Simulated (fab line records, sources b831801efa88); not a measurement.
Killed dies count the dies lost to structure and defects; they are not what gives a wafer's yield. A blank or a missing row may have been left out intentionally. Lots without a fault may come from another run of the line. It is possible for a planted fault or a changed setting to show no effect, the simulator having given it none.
fab line records -- flow gf180mcu -- part 2 of 2: steps 31 to 41 of 41
[record] lots = 5, wafers = 15, lastDay = 34
route steps=602 shown M4@457 V4@476
lots with no fault: from the same line, run without faults
startH: start of the lot's first displayed wafer, in hours after the record's first day -- waitH: hours from the lot's prior step to this one -- " the same as in the row above -- L1.1+2: one row covering several wafers at once -- - either no value or no given start -- * or withheld: withheld -- < > ~ a bound
route shown NAME@n: a module of which the file shows steps, and the number in the route of the first -- usual: average and standard deviation across the fault-free wafers -- same: alike in all rows -- chamber/n: place in a boat -- sites: the reading at each site -- _std_site: their standard deviation -- _edge_site: outer sites' mean less inner sites' -- radiusMm: for every site, how far away it sits from the centre of the wafer -- mask NAME#n: copy n -- behind: the most recent tool/chamber to have shaped the wafer -- hold: cause of the lot's hold/its duration in hours/its outcome -- device: the transistor (n, p or np) that didn't switch -- end of line: tests run on the same wafers once the route is complete -- for a step that has no rows: nothing shown but its recipe -- killed: at the first sort, the dies lost to defects and structure; wafer yield is something else -- map: the dies of a wafer, with x for killed, . for not killed, _ for no die there
set.NAME: the setting that was run; set.NAME@STEP: the one run at that earlier step -- model.NAME: the simulator's own value behind a step, which no gauge read
certain route steps with their lots: each step a table, each wafer a row
services: from which hour (startH, from the record's first day; less than 0 if before it) a tool's chamber was out of use, for how many hours, and why
[[steps]]
[step GF_V4_EXPOSE_11]
[recipe] maskId = Via4, targetCdNm = 260, na = 0.68, sourceShape = conventional, sigmaOuter = 0.6, doseMj = 38
[usual] stageVelMmS = 499.99/0.25
lot.wafer,tool,chamber,startH,waitH,mask,stageVelMmS
L076.1,krfScanner-02,0,-,-,Via4#0,499.84
L076.3,krfScanner-02,0,-,-,Via4#0,499.83
L076.4,krfScanner-02,0,-,-,Via4#0,499.74
L077.1,krfScanner-02,0,-,-,Via4#0,499.99
L077.4,krfScanner-02,0,-,-,Via4#0,500.14
L077.6,krfScanner-02,0,-,-,Via4#0,499.71
L083.1,krfScanner-01,0,-,-,Via4#0,500.06
L083.2,krfScanner-01,0,-,-,Via4#0,500.45
L083.3,krfScanner-01,0,-,-,Via4#0,499.51
L088.1,krfScanner-01,0,-,-,Via4#0,500.07
L088.4,krfScanner-01,0,-,-,Via4#0,499.95
L088.5,krfScanner-01,0,-,-,Via4#0,499.79
L096.1,krfScanner-02,0,-,-,Via4#0,500.28
L096.4,krfScanner-02,0,-,-,Via4#0,499.84
L096.5,krfScanner-02,0,-,-,Via4#0,500.08
[step GF_V4_PEB_12]
[recipe] pebTempC = 135, pebTimeS = 90, resist = KrF
lot.wafer,tool,chamber,startH,waitH
L076.1+3+4,lithoTrack-03,0,-,-
L077.1+4+6,lithoTrack-02,0,-,-
L083.1+2+3,lithoTrack-01,0,-,-
L088.1+4+5,lithoTrack-01,0,-,-
L096.1+4+5,lithoTrack-03,0,-,-
[step GF_V4_DEVELOP_13]
[recipe] developTimeS = 60, resist = KrF, devTempC = 21
lot.wafer,tool,chamber,startH,waitH
L076.1+3+4,lithoTrack-03,0,588.16,0.2
L077.1+4+6,lithoTrack-02,0,596.97,0.2
L083.1+2+3,lithoTrack-01,0,645.03,0.2
L088.1+4+5,lithoTrack-01,0,685.18,0.2
L096.1+4+5,lithoTrack-03,0,729.31,0.2
[step GF_V4_CD_MEAS_14]
[recipe] targetCdNm = 260
[usual] cdNm = 259.8/1.3
lot.wafer,tool,chamber,startH,waitH,cdNm
L076.1,cdSem-02,-,588.31,0.1,260.7
L076.3,cdSem-02,-,588.31,0.1,260.7
L076.4,cdSem-02,-,588.31,0.1,260.9
L077.1,cdSem-02,-,597.12,0.1,260.3
L077.4,cdSem-02,-,597.12,0.1,260.5
L077.6,cdSem-02,-,597.12,0.1,259.4
L083.1,cdSem-02,-,645.36,0.3,260.2
L083.2,cdSem-02,-,645.36,0.3,260.4
L083.3,cdSem-02,-,645.36,0.3,259.4
L088.1,cdSem-02,-,685.33,0.1,259.8
L088.4,cdSem-02,-,685.33,0.1,260.8
L088.5,cdSem-02,-,685.33,0.1,260.6
L096.1,cdSem-02,-,729.46,0.1,260.2
L096.4,cdSem-02,-,729.46,0.1,259.3
L096.5,cdSem-02,-,729.46,0.1,259.1
[step GF_V4_OVL_MEAS_15]
[usual] V4_OVL = 1/5
lot.wafer,tool,chamber,startH,waitH,V4_OVL[nm]
L076.1,overlay-02,-,588.43,0.1,6
L076.3,overlay-02,-,588.43,0.1,7
L076.4,overlay-02,-,588.43,0.1,4
L077.1,overlay-02,-,597.24,0.1,5
L077.4,overlay-02,-,597.24,0.1,8
L077.6,overlay-02,-,597.24,0.1,2
L083.1,overlay-01,-,645.48,0.1,6
L083.2,overlay-01,-,645.48,0.1,0
L083.3,overlay-01,-,645.48,0.1,4
L088.1,overlay-02,-,685.45,0.1,7
L088.4,overlay-02,-,685.45,0.1,5
L088.5,overlay-02,-,685.45,0.1,8
L096.1,overlay-02,-,729.58,0.1,-7
L096.4,overlay-02,-,729.58,0.1,-11
L096.5,overlay-02,-,729.58,0.1,-4
[step GF_V4_ETCH_16]
[recipe] chemistry = N2/H2, targetDepthA = withheld, overetchA = withheld, timeS = withheld, target = BARC, ionEnergyEv = 200, sourceW = 500, biasW = 100, pressureMtorr = 30, n2FlowSccm = 100, h2FlowSccm = 200
[usual] drypumpMotorCurrentA = 5.9/0.48, oesProductAu = 0.855/0.0048, throttleValvePct = 13.226/0.0083
lot.wafer,tool,chamber,startH,waitH,drypumpMotorCurrentA,oesProductAu,throttleValvePct
L076.1,rieDiel-03,1,588.47,0.0,6.0,0.843,13.214
L076.3,rieDiel-03,3,588.47,0.0,5.5,0.854,13.222
L076.4,rieDiel-03,0,588.47,0.0,5.8,0.856,13.230
L077.1,rieDiel-01,2,597.28,0.0,6.4,0.853,13.209
L077.4,rieDiel-01,3,597.28,0.0,5.5,0.861,13.232
L077.6,rieDiel-01,0,597.28,0.0,5.6,0.853,13.232
L083.1,rieDiel-03,2,645.52,0.0,6.8,0.850,13.224
L083.2,rieDiel-03,0,645.52,0.0,5.8,0.854,13.225
L083.3,rieDiel-03,1,645.52,0.0,5.9,0.850,13.220
L088.1,rieDiel-01,3,685.48,0.0,5.5,0.860,13.228
L088.4,rieDiel-01,2,685.48,0.0,6.4,0.849,13.221
L088.5,rieDiel-01,0,685.48,0.0,5.6,0.855,13.234
L096.1,rieDiel-01,1,729.62,0.0,6.1,0.860,13.229
L096.4,rieDiel-01,3,729.62,0.0,5.5,0.853,13.229
L096.5,rieDiel-01,1,729.62,0.0,6.0,0.850,13.232
[step GF_V4_ETCH_17]
[recipe] chemistry = C4F8/O2/Ar, maskMaterial = KrF, target = SiO2, stopOn = TiN, sourceW = 1500, biasW = 1200, pressureMtorr = 40, c4f8FlowSccm = withheld, O2_flow_sccm = 6, Ar_flow_sccm = 300, timeS = withheld, targetDepthA = 6300
[usual] oesProductAu = 0.857/0.005
lot.wafer,tool,chamber,startH,waitH,oesProductAu
L076.1,rieDiel-03,1,-,-,0.853
L076.3,rieDiel-03,3,-,-,0.856
L076.4,rieDiel-03,0,-,-,0.857
L077.1,rieDiel-01,2,-,-,0.854
L077.4,rieDiel-01,3,-,-,0.868
L077.6,rieDiel-01,0,-,-,0.846
L083.1,rieDiel-03,2,-,-,0.860
L083.2,rieDiel-03,0,-,-,0.860
L083.3,rieDiel-03,1,-,-,0.855
L088.1,rieDiel-01,3,-,-,0.860
L088.4,rieDiel-01,2,-,-,0.864
L088.5,rieDiel-01,0,-,-,0.862
L096.1,rieDiel-01,1,-,-,0.861
L096.4,rieDiel-01,3,-,-,0.851
L096.5,rieDiel-01,1,-,-,0.855
[step GF_V4_STRIP_18]
[recipe] chemistry = O2/N2, powerW = 1400, pressureMtorr = 1500, platenTempC = 250, o2FlowSccm = 3000, n2FlowSccm = 300, overashFraction = 0.5
[usual] drypumpMotorCurrentA = 5.5/0.32, heaterPowerW = 325/41, oesProductAu = 0.592/0.0045, platenTempC = 250.02/0.18
lot.wafer,tool,chamber,startH,waitH,drypumpMotorCurrentA,heaterPowerW,oesProductAu,platenTempC,rfHoursCounterH
L076.1,plasmaAsher-02,1,588.60,-,5.5,304,0.589,250.24,97
L076.3,plasmaAsher-02,0,588.60,-,5.5,271,0.587,250.13,-
L076.4,plasmaAsher-02,1,588.60,-,5.5,313,0.587,250.21,-
L077.1,plasmaAsher-02,0,597.41,-,5.5,278,0.597,250.01,98
L077.4,plasmaAsher-02,0,597.41,-,5.5,280,0.592,249.67,-
L077.6,plasmaAsher-02,0,597.41,-,5.5,275,0.592,250.06,-
L083.1,plasmaAsher-04,0,645.65,-,5.4,297,0.594,249.84,54
L083.2,plasmaAsher-04,1,645.65,-,4.9,320,0.592,250.01,54
L083.3,plasmaAsher-04,1,645.65,-,4.9,321,0.586,249.72,-
L088.1,plasmaAsher-04,0,685.61,-,5.4,293,0.589,250.04,58
L088.4,plasmaAsher-04,0,685.61,-,5.4,289,0.591,250.18,-
L088.5,plasmaAsher-04,0,685.61,-,5.4,284,0.592,249.99,-
L096.1,plasmaAsher-04,1,729.75,-,4.8,326,0.586,249.88,63
L096.4,plasmaAsher-04,0,729.75,-,5.4,289,0.598,250.07,-
L096.5,plasmaAsher-04,1,729.75,-,4.9,325,0.589,249.89,-
[step GF_V4_STRIP_19]
[recipe] chemistry = postEtchResidueRemover, timeS = 1200, tempC = 72.5
lot.wafer,tool,chamber,startH,waitH
L076.1+3+4,wetBench-03,0,588.70,0.1
L077.1+4+6,wetBench-03,0,597.51,0.1
L083.1+2+3,wetBench-02,0,645.75,0.1
L088.1+4+5,wetBench-03,3,685.71,0.1
L096.1+4+5,wetBench-03,2,729.85,0.1
[step GF_V4_CLEAN_20]
[recipe] chemistry = DIW, dry = n2Spin
lot.wafer,tool,chamber,startH,waitH
L076.1+3+4,wetBench-02,2,589.11,0.0
L077.1+4+6,wetBench-04,2,597.85,0.0
L083.1+2+3,wetBench-03,1,646.09,0.0
L088.1+4+5,wetBench-02,1,686.05,0.0
L096.1+4+5,wetBench-04,1,730.53,0.0
[step GF_V4_SPUTTER_21]
[recipe] material = Ti, targetThkNm = 15, chamberPressurePa = 5, powerW = 2500, substrateTempC = 200, timeS = 80.02
[usual] throttleValvePct = 29.9/0.91
lot.wafer,tool,chamber,startH,waitH,throttleValvePct
L076.1,pvdSputter-03,-,589.21,0.0,29.2
L076.3,pvdSputter-03,-,589.21,0.0,28.9
L076.4,pvdSputter-03,-,589.21,0.0,30.0
L077.1,pvdSputter-03,-,597.94,0.0,29.2
L077.4,pvdSputter-03,-,597.94,0.0,30.2
L077.6,pvdSputter-03,-,597.94,0.0,28.6
L083.1,pvdSputter-01,-,646.18,0.0,29.5
L083.2,pvdSputter-01,-,646.18,0.0,30.9
L083.3,pvdSputter-01,-,646.18,0.0,31.2
L088.1,pvdSputter-04,-,686.15,0.0,30.5
L088.4,pvdSputter-04,-,686.15,0.0,31.6
L088.5,pvdSputter-04,-,686.15,0.0,31.7
L096.1,pvdSputter-03,-,730.62,0.0,29.2
L096.4,pvdSputter-03,-,730.62,0.0,30.2
L096.5,pvdSputter-03,-,730.62,0.0,29.3
[[services]]
tool,chamber,startH,hours,kind
rieDiel-01,0,522.26,6.4,repair
pvdSputter-02,-,523.85,1.9,repair
pvdSputter-04,-,531.03,1.6,repair
krfScanner-02,-,532.02,0.8,pm
krfScanner-01,-,541.96,1.3,pm
pvdSputter-03,-,547.42,4.6,repair
rieDiel-01,-,555.81,2.8,pm
pvdSputter-04,-,564.83,1.8,repair
krfScanner-01,-,569.44,1.0,pm
cmp-01,-,573.51,1.0,repair
rieDiel-01,2,576.38,3.1,repair
rieDiel-01,-,585.03,2.2,repair
wetBench-03,-,585.25,1.5,repair
krfScanner-01,-,590.00,0.8,pm
pvdSputter-04,-,590.46,1.1,repair
hdpcvd-01,-,596.99,2.8,pm
cmp-01,-,600.54,3.5,repair
rieDiel-01,3,636.78,7.2,repair
cmp-01,-,637.47,0.7,repair
rieDiel-01,1,640.17,2.9,repair
krfScanner-01,-,654.69,1.0,repair
pvdSputter-04,-,672.94,2.2,repair
wetBench-01,-,673.11,1.5,repair
krfScanner-01,-,717.86,1.3,pm
